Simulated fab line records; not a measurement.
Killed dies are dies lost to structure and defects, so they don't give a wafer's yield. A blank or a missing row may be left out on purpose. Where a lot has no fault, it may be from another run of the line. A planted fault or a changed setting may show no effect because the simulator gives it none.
The tool behind it: which one?	flow gf180mcu	12 lots with 36 wafers sampled at 6 steps, on a route of 602 steps

## WHAT THE GAUGES READ, wafer by wafer
GF_STI_THK_MEAS_22. Usual: STI_OXIDATION_01_THK typically reads 15.08 nm, with standard deviation 0.26.
lot	measured	on	STI_OXIDATION_01_THK (nm)	flag
L115	day 2 04:46	film-metro-01	15.26 15.04 15.16	
L118	day 2 19:07	film-metro-01	14.81 14.87 15.03	
L119	day 3 00:07	film-metro-02	14.93 15.16 14.70	
L120	day 3 08:12	film-metro-01	14.89 15.05 15.17	
L121	day 3 09:21	film-metro-01	15.42 15.58 15.44	
L125	day 4 08:05	film-metro-02	15.38 15.31 15.49	
L128	day 4 22:53	film-metro-02	14.45 14.50 14.57	
L130	day 5 08:22	film-metro-03	14.79 15.03 14.91	
L131	day 5 13:59	film-metro-01	15.50 15.16 14.95	
L132	day 5 18:14	film-metro-02	15.30 15.34 15.02	
L137	day 6 20:01	film-metro-01	15.45 15.09 15.10	
L138	day 7 01:11	film-metro-01	14.93 15.15 15.24	

GF_MVSD_TW_MEAS_11. Usual: MVSD_TW typically reads 1591, with standard deviation 17.
lot	measured	on	MVSD_TW	flag
L115	day 4 11:42	film-metro-01	1576 1577 1578	
L118	day 5 02:51	film-metro-01	1581 1577 1584	
L119	day 5 10:45	film-metro-02	1614 1619 1618	
L120	day 5 19:09	film-metro-02	1608 1617 1605	
L121	day 5 20:43	film-metro-01	1577 1580 1586	
L125	day 6 20:43	film-metro-04	1574 1580 1578	
L128	day 7 14:09	film-metro-02	1606 1616 1610	
L130	day 8 02:42	film-metro-01	1585 1577 1580	
L131	day 8 07:34	film-metro-01	968 971 967	OFF
L132	day 8 12:37	film-metro-02	980 988 996	OFF
L137	day 9 17:00	film-metro-02	1606 1610 1600	
L138	day 9 22:10	film-metro-04	1573 1576 1584	

GF_VT_IMPLANT_RS_MEAS_46: measures by four-point-probe. Usual: MVSD_RS typically reads 456.3 ohm/sq, with standard deviation 0.89.
lot	measured	on	MVSD_RS (ohm/sq)	flag
L115	day 7 14:04	film-metro-01	457.5 457.3 456.5	
L118	day 8 07:16	film-metro-02	455.6 456.9 455.4	
L119	day 8 15:31	film-metro-01	454.5 455.1 456.5	
L120	day 9 00:31	film-metro-02	457.1 457.2 457.7	
L121	day 9 03:49	film-metro-02	455.0 455.2 455.0	
L125	day 10 08:17	film-metro-02	456.3 456.1 458.2	
L128	day 11 03:13	film-metro-04	456.6 455.0 456.2	
L130	day 11 18:07	film-metro-02	458.0 457.3 457.6	
L131	day 12 00:26	film-metro-02	1193.5 1201.8 1193.5	OFF
L132	day 12 06:29	film-metro-02	1209.8 1200.0 1188.9	OFF
L137	day 13 16:58	film-metro-01	455.8 455.7 457.4	
L138	day 13 22:10	film-metro-01	457.3 456.4 454.9	

GF_M5_CD_MEAS_07: the cd target is 280 nm. Usual: 280.0 nm for cd-nm, sd 1.1.
lot	measured	on	cd-nm (nm)	flag
L115	day 26 05:16	cd-sem-01	280.9 279.2 280.5	
L118	day 27 08:01	cd-sem-01	283.3 281.8 283.6	
L119	day 27 17:57	cd-sem-01	282.7 281.7 281.6	
L120	day 27 23:58	cd-sem-02	280.2 280.0 280.3	
L121	day 28 04:21	cd-sem-02	280.3 278.8 279.1	
L125	day 29 11:36	cd-sem-01	279.9 279.2 279.3	
L128	day 30 10:01	cd-sem-02	281.0 279.8 279.1	
L130	day 30 19:40	cd-sem-01	280.4 279.3 279.1	
L131	day 31 01:02	cd-sem-02	280.6 279.4 279.7	
L132	day 31 04:59	cd-sem-02	279.6 279.7 279.2	
L137	day 32 13:28	cd-sem-01	279.9 280.5 278.9	
L138	day 32 20:14	cd-sem-01	278.9 279.0 278.8	

## EACH LOT AND THE TOOL THAT RAN IT (in order: tool; ch and the chambers of the sampled wafers; start)
lot	GF_MVSD_IMPLANT_08	GF_M1_SPUTTER_04
L115	implanter-04 ch 0, day 4 11:18	pvd-sputter-01, day 16 02:42
L118	implanter-01 ch 0, day 5 02:27	pvd-sputter-02, day 17 06:20
L119	implanter-03 ch 0, day 5 10:21	pvd-sputter-02, day 17 17:20
L120	implanter-03 ch 0, day 5 18:45	pvd-sputter-02, day 18 02:41
L121	implanter-04 ch 0, day 5 20:18	pvd-sputter-01, day 18 05:54
L125	implanter-01 ch 0, day 6 20:20	pvd-sputter-03, day 19 21:24
L128	implanter-01 ch 0, day 7 13:45	pvd-sputter-03, day 20 23:45
L130	implanter-04 ch 0, day 8 02:18	pvd-sputter-03, day 21 14:19
L131	implanter-04 ch 0, day 8 07:10	pvd-sputter-01, day 21 22:51
L132	implanter-04 ch 0, day 8 12:14	pvd-sputter-02, day 22 04:02
L137	implanter-01 ch 0, day 9 16:36	pvd-sputter-03, day 23 22:44
L138	implanter-01 ch 0, day 9 21:48	pvd-sputter-03, day 24 07:50
- GF_MVSD_IMPLANT_08
- GF_M1_SPUTTER_04: material TiN, target thk 50 nm, time 41.7 s.

## AS READ BY THE TOOLS THEMSELVES (means over the sampled wafers that have a number; for cases with no such wafer, the mark the record gives instead)
GF_MVSD_IMPLANT_08. Usual: beam-energy-keV 400.00, standard deviation 0.12; dose-ions-cm2 1.6e+13, standard deviation 1.6e+10; faraday-current-uA 90.2, standard deviation 1.9.
lot	tool	beam-energy-keV	dose-ions-cm2	faraday-current-uA	flag
L115	implanter-04	400.05	1.6e+13	90.3	
L118	implanter-01	399.95	1.6e+13	91.9	
L119	implanter-03	399.93	1.6e+13	88.6	
L120	implanter-03	400.13	1.6e+13	90.9	
L121	implanter-04	399.83	1.6e+13	89.8	
L125	implanter-01	400.04	1.6e+13	90.7	
L128	implanter-01	400.20	1.6e+13	92.0	
L130	implanter-04	400.10	1.6e+13	90.0	
L131	implanter-04	400.02	1.6e+12	8.9	OFF
L132	implanter-04	399.96	1.6e+12	9.0	OFF
L137	implanter-01	399.96	1.6e+13	90.8	
L138	implanter-01	399.77	1.6e+13	89.7	

GF_M1_SPUTTER_04. Usual: 29.8 % for throttle-valve-pct, sd 1.
lot	tool	throttle-valve-pct (%)	flag
L115	pvd-sputter-01	30.4	
L118	pvd-sputter-02	29.7	
L119	pvd-sputter-02	28.9	
L120	pvd-sputter-02	29.5	
L121	pvd-sputter-01	29.8	
L125	pvd-sputter-03	30.7	
L128	pvd-sputter-03	29.3	
L130	pvd-sputter-03	29.4	
L131	pvd-sputter-01	29.5	
L132	pvd-sputter-02	29.2	
L137	pvd-sputter-03	31.0	
L138	pvd-sputter-03	30.0	

## THE ANSWER, worked out from the rows above alone
Rule: lot off if the mean of its wafers having a number is beyond 3 standard deviations from the usual mean. A lot without any number at a reading at which 4 lots or more have one is off too. Where the step has rows for the other lots, those lots are counted as sound. After the gauges, taken in route order, come the tools' own readings; for these a lot's mean is taken, as printed above. At the first step where some lot is off, the reading lying furthest off is the one used; lots without a number count as furthest.
Off: at GF_MVSD_TW_MEAS_11 (MVSD_TW), L131, L132.
If a tool, at a process step before that reading, ran all the lots that are off and no sound lot after the first of them, it fits. Not tried: the gauges at GF_MVSD_TW_MEAS_11; whatever is off there is also off at GF_MVSD_IMPLANT_08, on other tools, and gauge error can't account for it. One fits: GF_MVSD_IMPLANT_08 on implanter-04. Its last sound lot is L130 (day 8 02:18), its first lot that is off L131 (day 8 07:10): a fault that began between those two fits.
The tool's own readings at GF_MVSD_IMPLANT_08 bear it out: on the lots that are off they differ by more than 5 times the standard deviation of the sound lots' means. dose-ions-cm2 reads 1.6e+12 there against 1.6e+13 on the sound lots; faraday-current-uA reads 8.9 there against 90.5 on the sound lots.

## WHAT THE SIMULATOR PUT IN
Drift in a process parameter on implanter-04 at GF_MVSD_IMPLANT_08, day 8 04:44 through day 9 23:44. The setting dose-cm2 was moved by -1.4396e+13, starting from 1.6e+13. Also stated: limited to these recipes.
Lots struck among those shown: L131, L132. The rule given above showed the same thing.
